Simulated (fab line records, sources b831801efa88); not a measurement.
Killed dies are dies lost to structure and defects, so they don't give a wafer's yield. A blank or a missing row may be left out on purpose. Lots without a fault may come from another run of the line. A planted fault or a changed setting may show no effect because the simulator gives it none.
fab line records | flow gf180mcu
record lots=14 wafers=41 last_day=34
route steps=602 shown VT_IMPLANT@131 SAB@273 M2@368
lots that met no fault: from a run of the same line without faults
start_h: hours from the record's first day to the start of the lot's first wafer shown | wait_h: hours since the lot's step before | " the same as in the row above | L1.1+2: a row that stands for several wafers | - no value, or no start given | * or withheld: withheld | < > ~ a bound
route shown NAME@n: a module of which the file shows steps, and the number in the route of the first | usual: mean/standard deviation of fault-free wafers | same: alike in all rows | chamber/n: place in a boat | sites: the reading at each site | _std_site: their standard deviation | _edge_site: outer sites' mean less inner sites' | radius_mm: how far each site lies from the wafer's centre | mask NAME#n: copy n | behind: the tool/chamber that last shaped the wafer | hold: why the lot was held/for how many hours/how that ended | device: the transistor (n, p or np) that didn't switch | end of line: the same wafers' tests at the end of the route | a step without rows: its recipe alone | killed: dies lost to structure and defects at the first sort, not the wafer's yield | map: a wafer's dies, x killed, . not, _ none there
set.NAME: the setting as run; set.NAME@STEP: as run at that earlier step | model.NAME: the simulator's own value behind a step, which no gauge read
steps of the route over a sample of lots; a table a step, a row a wafer
services: from which hour (start_h, from the record's first day; less than 0 if before it) a tool's chamber was out of use, for how many hours, and why
## steps
# step GF_VT_IMPLANT_IMPLANT_41
# recipe species=As energy_kev=70 dose_cm2=1.013e+12 tilt_deg=7
# usual beam_on_s=9.98/0.2 faraday_current_uA=5.72/0.11
# columns lot.wafer tool chamber start_h wait_h beam_on_s faraday_current_uA
L411.2 implanter-01 0 158.17 0.0 10.16 5.63
L411.3 " 0 " " 10.25 5.57
L411.5 " 0 " " 9.54 5.99
L412.1 implanter-02 0 163.54 0.0 10.04 5.70
L412.5 " 0 " " 9.87 5.80
L412.6 " 0 " " 10.38 5.51
L413.1 implanter-01 0 173.66 0.0 10.02 5.70
L413.2 " 0 " " 9.86 5.80
L413.4 " 0 " " 10.03 5.71
L416.1 implanter-02 0 192.04 0.0 9.89 5.77
L416.3 " 0 " " 9.71 5.87
L416.4 " 0 " " 9.92 5.73
L420.1 implanter-02 0 222.84 0.0 9.66 5.92
L420.4 " 0 " " 10.48 5.45
L420.5 " 0 " " 9.67 5.89
L422.3 implanter-02 0 233.19 0.1 9.83 5.83
L422.4 " 0 " " 9.96 5.72
L422.6 " 0 " " 9.63 5.93
L423.2 implanter-01 0 244.23 0.0 9.90 5.75
L423.4 " 0 " " 10.15 5.65
L423.6 " 0 " " 9.80 5.80
L425.4 implanter-01 0 250.71 0.1 10.12 5.68
L425.5 " 0 " " 9.68 5.88
L425.6 " 0 " " 10.02 5.68
L426.1 implanter-02 0 257.49 0.0 10.06 5.69
L426.4 " 0 " " 10.02 5.71
L426.6 " 0 " " 9.79 5.82
L428.1 implanter-03 0 276.15 0.0 10.07 5.64
L428.4 " 0 " " 9.69 5.88
L428.6 " 0 " " 10.23 5.57
L429.1 implanter-02 0 276.45 0.0 10.28 5.57
L429.2 " 0 " " 9.82 5.80
L429.6 " 0 " " 10.01 5.71
L431.1 implanter-01 0 299.00 0.0 10.91 5.25
L431.3 " 0 " " 10.86 5.26
L431.6 " 0 " " 10.87 5.24
L433.4 implanter-01 0 302.38 0.1 10.81 5.30
L433.6 " 0 " " 11.11 5.14
L434.1 implanter-03 0 319.59 0.0 10.39 5.49
L434.4 " 0 " " 10.37 5.49
L434.5 " 0 " " 9.76 5.85
# step GF_SAB_CD_MEAS_09
# recipe target_cd_nm=420
# usual cd_nm=420.7/2.3
# columns lot.wafer tool chamber start_h wait_h cd_nm
L411.2 cd_sem-02 - 349.07 0.1 420.8
L411.3 " - " " 421.8
L411.5 " - " " 423.1
L412.1 cd_sem-01 - 351.60 0.1 418.7
L412.5 " - " " 419.1
L412.6 " - " " 419.6
L413.1 cd_sem-01 - 367.95 0.1 422.2
L413.2 " - " " 420.1
L413.4 " - " " 420.8
L416.1 cd_sem-02 - 395.35 0.1 420.4
L416.3 " - " " 420.8
L416.4 " - " " 421.4
L420.1 cd_sem-01 - 421.95 0.1 420.0
L420.4 " - " " 419.1
L420.5 " - " " 420.4
L422.3 cd_sem-02 - 431.29 0.1 425.5
L422.4 " - " " 425.9
L422.6 " - " " 424.2
L423.2 cd_sem-01 - 450.27 0.1 420.5
L423.4 " - " " 417.7
L423.6 " - " " 419.7
L425.4 cd_sem-02 - 470.51 0.1 419.4
L425.5 " - " " 420.6
L425.6 " - " " 420.7
L426.1 cd_sem-01 - 475.50 0.1 421.8
L426.4 " - " " 420.6
L426.6 " - " " 422.7
L428.1 cd_sem-01 - 492.45 0.1 421.0
L428.4 " - " " 419.7
L428.6 " - " " 420.1
L429.1 cd_sem-01 - 497.95 0.1 424.4
L429.2 " - " " 422.9
L429.6 " - " " 423.4
L431.1 cd_sem-01 - 518.05 0.1 416.3
L431.3 " - " " 417.7
L431.6 " - " " 418.4
L433.4 cd_sem-02 - 524.06 0.1 417.4
L433.6 " - " " 415.2
L434.1 cd_sem-01 - 541.55 0.1 420.2
L434.4 " - " " 416.9
L434.5 " - " " 420.4
# step GF_M2_THK_MEAS_06
# recipe thk_meas_gauge=xrf reads=AlCu_of_M2_SPUTTER_02
# usual M2_ALCU_THK=456/3.8
# columns lot.wafer tool chamber start_h wait_h M2_ALCU_THK[nm]
L411.2 film_metro-03 - 423.56 0.1 453
L411.3 " - " " 453
L411.5 " - " " 449
L412.1 film_metro-04 - 426.65 0.1 462
L412.5 " - " " 456
L412.6 " - " " 462
L413.1 film_metro-04 - 445.27 0.1 456
L413.2 " - " " 448
L413.4 " - " " 457
L416.1 film_metro-03 - 473.07 0.1 458
L416.3 " - " " 449
L416.4 " - " " 450
L420.1 film_metro-02 - 500.26 0.1 464
L420.4 " - " " 460
L420.5 " - " " 455
L422.3 film_metro-03 - 509.22 0.1 458
L422.4 " - " " 457
L422.6 " - " " 456
L423.2 film_metro-02 - 528.91 0.1 458
L423.4 " - " " 462
L423.6 " - " " 463
L425.4 film_metro-03 - 547.01 0.1 458
L425.5 " - " " 459
L425.6 " - " " 462
L426.1 film_metro-03 - 553.20 0.1 453
L426.4 " - " " 450
L426.6 " - " " 459
L428.1 film_metro-03 - 566.27 0.1 459
L428.4 " - " " 459
L428.6 " - " " 461
L429.1 film_metro-04 - 572.34 0.1 456
L429.2 " - " " 462
L429.6 " - " " 458
L431.1 film_metro-04 - 592.22 0.1 457
L431.3 " - " " 458
L431.6 " - " " 458
L433.4 film_metro-02 - 595.77 0.1 459
L433.6 " - " " 460
L434.1 film_metro-03 - 613.20 0.1 454
L434.4 " - " " 455
L434.5 " - " " 452
# step GF_M2_CD_MEAS_14
# recipe target_cd_nm=280
# usual cd_nm=278.9/1.1
# columns lot.wafer tool chamber start_h wait_h cd_nm
L411.2 cd_sem-02 - 447.62 0.1 279.1
L411.3 " - " " 278.7
L411.5 " - " " 278.6
L412.1 cd_sem-01 - 451.20 0.1 276.8
L412.5 " - " " 278.4
L412.6 " - " " 278.0
L413.1 cd_sem-01 - 469.10 0.1 279.1
L413.2 " - " " 279.3
L413.4 " - " " 278.8
L416.1 cd_sem-02 - 496.70 0.1 277.7
L416.3 " - " " 279.0
L416.4 " - " " 278.0
L420.1 cd_sem-01 - 523.00 0.1 278.5
L420.4 " - " " 280.2
L420.5 " - " " 279.8
L422.3 cd_sem-01 - 531.74 0.1 277.5
L422.4 " - " " 278.5
L422.6 " - " " 277.3
L423.2 cd_sem-02 - 551.22 0.1 278.6
L423.4 " - " " 278.3
L423.6 " - " " 279.3
L425.4 cd_sem-01 - 568.81 0.1 278.4
L425.5 " - " " 278.0
L425.6 " - " " 278.4
L426.1 cd_sem-01 - 575.15 0.1 280.5
L426.4 " - " " 279.3
L426.6 " - " " 280.7
L428.1 cd_sem-02 - 587.40 0.1 279.5
L428.4 " - " " 280.6
L428.6 " - " " 281.6
L429.1 cd_sem-02 - 593.20 0.1 278.8
L429.2 " - " " 279.5
L429.6 " - " " 277.6
L431.1 cd_sem-01 - 612.80 0.1 280.2
L431.3 " - " " 279.3
L431.6 " - " " 279.5
L433.4 cd_sem-01 - 616.66 0.1 278.0
L433.6 " - " " 278.8
L434.1 cd_sem-02 - 634.05 0.1 277.7
L434.4 " - " " 277.9
L434.5 " - " " 277.9
## services
# columns tool chamber start_h hours kind
implanter-03 - 165.48 6.2 repair
implanter-03 - 250.32 0.8 repair
implanter-03 - 254.96 0.7 repair
implanter-03 - 277.10 2.7 repair
implanter-01 - 292.17 2.1 repair
implanter-01 - 293.48 5.3 repair
implanter-01 - 304.11 3.5 pm
implanter-02 - 316.27 6.1 pm
## key
first_sign step=GF_VT_IMPLANT_IMPLANT_41 reading=beam_on_s direction=up sigmas=4.7 usual=9.98 struck=10.91
effect step=GF_VT_IMPLANT_IMPLANT_41 reading=faraday_current_uA direction=down sigmas=4.3 usual=5.72 struck=5.24
met_at GF_VT_IMPLANT_IMPLANT_41
struck_lots L431,L433
tester_left_out L431,L433
not_acting_at GF_SAB_CD_MEAS_09,GF_M2_THK_MEAS_06,GF_M2_CD_MEAS_14
onset_between 250.71 299.00
fault kind=process_parameter_drift tool=implanter-01 chamber=- onset_h=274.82 steps=GF_VT_IMPLANT_IMPLANT_41 channel=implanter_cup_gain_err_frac offset=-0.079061 shape=step end_h=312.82
# tester_left_out: of these lots the tester's yield and bins aren't shown, on N5 and GAA mostly nor the transistor test; their killed dies are dies lost to structure and defects alone, not to doping, threshold or leakage, so they don't give the yield
